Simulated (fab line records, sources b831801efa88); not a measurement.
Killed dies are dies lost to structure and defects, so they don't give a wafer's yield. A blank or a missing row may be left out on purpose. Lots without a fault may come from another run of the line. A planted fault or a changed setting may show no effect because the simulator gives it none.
A struck lot beside a sound one | flow sky130 | 15 steps out of a route of 708
Sound: wafers L683.1, L683.5, L683.6. Struck: wafers L693.3, L693.4, L693.6. The cause comes at the end.
At each step with rows: each side's tool, then ch and its chambers, then its first start. Under that, the readings that differ: sound wafers | struck wafers | difference of the means | sigmas: that difference in standard deviations of wafers without a fault.
alike: readings whose means differ by less than 2 such deviations, and words and numbers that are the same on both sides. not compared: withheld readings, readings that some wafer has no value for, bounds like >300 that may hide the same value, and numbers for which the record gives no deviation and whose values overlap.
The two part at a step that has a row with sigmas, a row that says differs or no value, or rows on one side only. Numbers that don't overlap but have no deviation are shown without sigmas and don't part them. A reading that every wafer of one side lacks parts them only if that side has two wafers or more.

SKY_CAP2M_METAL_ETCH_13: etches TiN in Cl2/BCl3, stops on SiO2, target depth 220 nm, time 62.9 s.
  sound on rie_metal-01 ch 0,1, day 40 13:55; struck on rie_metal-02 ch 0,1, day 43 20:27
  alike: drypump_motor_current_A, oes_product_au, throttle_valve_pct
  not compared: rf_hours_counter_h
SKY_CAP2M_STRIP_14: strips in O2/N2.
  sound on plasma_asher-04 ch 0,1, day 40 14:00; struck on plasma_asher-02 ch 0,1, day 43 20:32
  alike: drypump_motor_current_A, oes_product_au, strip_time_to_endpoint_s
  not compared: rf_hours_counter_h
then, 10 steps without rows for these wafers: SKY_CAP2M_STRIP_15 (strips in post etch residue remover, time 1200 s); SKY_CAP2M_CLEAN_16 (cleans in IPA, time 180 s); SKY_CAP2M_CLEAN_17 (cleans in O3/DIW); SKY_METAL4_DEHYDRATE_05 (time 60 s); SKY_METAL4_HMDS_06 (prime time 60 s); SKY_METAL4_COAT_07 (resist thk 60 nm); SKY_METAL4_COAT_08 (resist thk 1140 nm); SKY_METAL4_SOFTBAKE_09 (time 90 s); SKY_METAL4_EXPOSE_10 (exposes mask MM4, target cd 300 nm); SKY_METAL4_PEB_11.
SKY_METAL4_DEVELOP_12: develop time 60 s.
  sound on litho_track-04 ch 0, day 41 14:00; struck on litho_track-02 ch 0, day 44 18:00
  reading              | sound             | struck            | difference | sigmas
  developer_temp_C (C) | 21.24 21.27 21.20 | 20.22 20.22 20.34 | -0.98      | -8
SKY_METAL4_CD_MEAS_13: target cd 300 nm.
  sound on cd_sem-01, day 41 14:10; struck on cd_sem-02, day 44 18:29
  alike: cd_nm
-- the record jumps here: 4 days lie between the struck wafers' starts before and after (it left off in module METAL4 and takes up again in module PAD_OPEN, whose first step shown is number 708 of the route) --
SKY_PAD_OPEN_PROBE_99:
  sound on prober-01, day 45 14:42; struck on prober-01, day 48 09:28
  alike: defect_limited_yield, killed_at_M0_to_M3, killed_at_M4_up, killed_at_contacts, killed_at_front_end, killed_at_other, killed_dies, killed_open, killed_short, sort_bin_3_pad_short, sort_bin_5_function, sort_bin_6_memory, sort_n_pass, sort_yield_pct

WHERE THEY PART
Only at SKY_METAL4_DEVELOP_12, within this record. Later steps at which nothing parts them and some readings are alike: SKY_METAL4_CD_MEAS_13, SKY_PAD_OPEN_PROBE_99.

WHY: what the simulator had put in
Process parameter drift: litho_track-02, from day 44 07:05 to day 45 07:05, at SKY_METAL4_DEVELOP_12. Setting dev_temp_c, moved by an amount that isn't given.
